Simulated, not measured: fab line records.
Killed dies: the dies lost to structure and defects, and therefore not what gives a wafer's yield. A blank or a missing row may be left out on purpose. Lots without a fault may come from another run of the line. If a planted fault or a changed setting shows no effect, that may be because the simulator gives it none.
Struck lot and sound lot, side by side + flow sky130 + 14 out of 708 route steps
Sound: these wafers, L512.2, L512.4, L512.5. Struck: wafers L510.1, L510.2, L510.6. The cause comes at the end.
Order at every step that has rows: each side's tool, ch and its chambers, its first start. Under that, the readings that differ: sound wafers + struck wafers + difference of the means + sigmas: that difference in standard deviations of wafers without a fault.
alike: a reading whose means differ by less than 2 such deviations, as well as words and numbers matching on both sides. not compared: withheld readings; readings where some wafer has no value; bounds like >300 that might hide an equal value; numbers whose values overlap and for which the record gives no deviation.
The two part at a step that has a row with sigmas, a row that says differs or no value, or rows on one side only. Numbers that don't overlap but have no deviation are shown without sigmas and don't part them. A reading that every wafer of one side lacks parts them only if that side has two wafers or more.

first, 4 steps without rows for these wafers: SKY_METAL1_STRIP_21 (strips in post etch residue remover, time 1200 s); SKY_METAL1_CLEAN_22 (cleans in IPA, time 180 s); SKY_METAL1_CLEAN_23 (cleans in O3/DIW); SKY_VIA1_HDPCVD_00 (deposits SiO2, target thk 1030 nm, time 171.7 s).
SKY_VIA1_THK_MEAS_01:
  struck on filmMetro-04, day 37 00:10; sound on filmMetro-01, day 37 09:16
  alike: VIA1_HDPCVD_THK
SKY_VIA1_CMP_02: polishes SiO2.
  sound on cmp-01 ch 1,3, day 37 09:22; struck on cmp-01 ch 1,2, day 37 00:16
  alike: motorCurrentA
SKY_VIA1_BOW_MEAS_03:
  struck on filmMetro-04, day 37 00:31; sound on filmMetro-01, day 37 09:38
  alike: VIA1_BOW
then, 5 steps without rows for these wafers: SKY_VIA1_DEHYDRATE_04 (time 60 s); SKY_VIA1_HMDS_05 (prime time 60 s); SKY_VIA1_COAT_06 (resist thk 60 nm); SKY_VIA1_COAT_07 (resist thk 457.1 nm); SKY_VIA1_SOFTBAKE_08 (time 90 s).
SKY_VIA1_EXPOSE_09: exposes mask VIM, target cd 150 nm.
  struck on krfScanner-02, day 37 13:18; sound on krfScanner-01 ch 0, day 37 23:01
  no value came back on the struck wafers for exposureDoseMJCm2, focusOffsetNm (nm), sigmaInner; on the sound wafers exposureDoseMJCm2 reads 38.06 38.00 38.04
  alike: mask
then, 1 step without rows for these wafers: SKY_VIA1_PEB_10.

WHERE THEY PART
Only at SKY_VIA1_EXPOSE_09, within this record.

WHY: the cause the simulator had injected
Step skipped in full: krfScanner-02, at SKY_VIA1_EXPOSE_09, from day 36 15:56 onward. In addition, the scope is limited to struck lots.
